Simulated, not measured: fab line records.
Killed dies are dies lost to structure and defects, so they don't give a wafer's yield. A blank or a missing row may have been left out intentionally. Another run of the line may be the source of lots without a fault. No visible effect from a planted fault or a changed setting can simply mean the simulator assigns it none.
Problem report, 8D (eight disciplines) form, completed by code -- flow gf180mcu -- the parts of the form that need people (team, actions taken, sign-off) are left out

1. PROBLEM STATEMENT
cathodeDcPowerW at GF_MIM_SPUTTER_07 reads a mean of 5914.8 W on 2 wafers of 2 lots; wafers without a fault read 6499.9 W with a standard deviation of 1.2. So: -99 or more standard deviations from the usual mean.
The step: material TiN, target thk 60 nm, time 50 s.
First seen on wafer L501.4, day 28 18:36, on pvdSputter-02. The record has a number at this step for 18 wafers belonging to 6 lots. Rule for "out" (also "out of limits"): further than 4 standard deviations from the usual mean. All remaining wafers that have a number are taken as sound.

2. WHAT IT IS, WHAT IT ISN'T
question,is,is not
which readings at this step,cathodeDcPowerW,"chamberPressurePa, throttleValvePct"
which lots,"L501, L503","L495, L498, L510, L511"
which wafers of those lots,"L501.4, L503.3","L501.3, L501.5, L503.4, L503.5"
read on which tools,pvdSputter-02,"pvdSputter-01, pvdSputter-03"
when,from day 28 18:36,"up to then (8 sound wafers); but 8 sound wafers of L503, L510, L511 came after"

3. SUSPECTS, AND WHAT RULES EACH OUT
Counting: a tool at a process step up to the reading stays a suspect if it ran every lot that is out. Sound lots after the first of them don't rule it out here, since some wafers of a struck lot are sound.
- cmp-02 at GF_V4_CMP_26 (polishes, stops on SiO2, t overpolish 15 s, target thk 0 nm): kept. It ran every lot that is out, first L501 (day 28 17:59); its last sound lot up to then is L495 (day 27 01:27).
- pvdSputter-01 at GF_MIM_SPUTTER_04 (material TiN, target thk 50 nm, time 41.7 s): kept. It ran every lot that is out, first L501 (day 28 18:28).
- pvdSputter-02 at GF_MIM_SPUTTER_07 (material TiN, target thk 60 nm, time 50 s): kept. It ran every lot that is out, first L501 (day 28 18:36); its last sound lot up to then is L498 (day 27 23:16). Its own cathodeDcPowerW readings are out on those wafers.
The count leaves cmp-02 at GF_V4_CMP_26, pvdSputter-01 at GF_MIM_SPUTTER_04, and pvdSputter-02 at GF_MIM_SPUTTER_07.

4. THE CAUSE (what the simulator had put in)
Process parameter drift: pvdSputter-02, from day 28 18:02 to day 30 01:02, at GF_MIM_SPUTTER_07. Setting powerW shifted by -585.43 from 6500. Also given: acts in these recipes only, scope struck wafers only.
3 suspects survive the count, and this tool is in that group.

5. THE CHAIN OF EFFECTS, in route order
Each row: a reading whose mean over the struck wafers that have a number lies more than 3 standard deviations from the usual. Readings are gone through only where the record gives a usual standard deviation; hours: the median, over the lots, of the time from a lot's start at the first step in this table giving one to that lot's start at this step; sigmas: the change measured in usual standard deviations.
hours,step,reading,usual,on struck wafers,change,sigmas
0,GF_MIM_SPUTTER_07,cathodeDcPowerW,6499.9 W,5914.8,-585.1,-99 or more
The process steps in it:
- GF_MIM_SPUTTER_07: material TiN, target thk 60 nm, time 50 s.

6. HOW IT WOULD HAVE BEEN CAUGHT EARLIER
In this record the first reading out of limits was taken at day 28 18:36, 1 hour after the fault began at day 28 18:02.
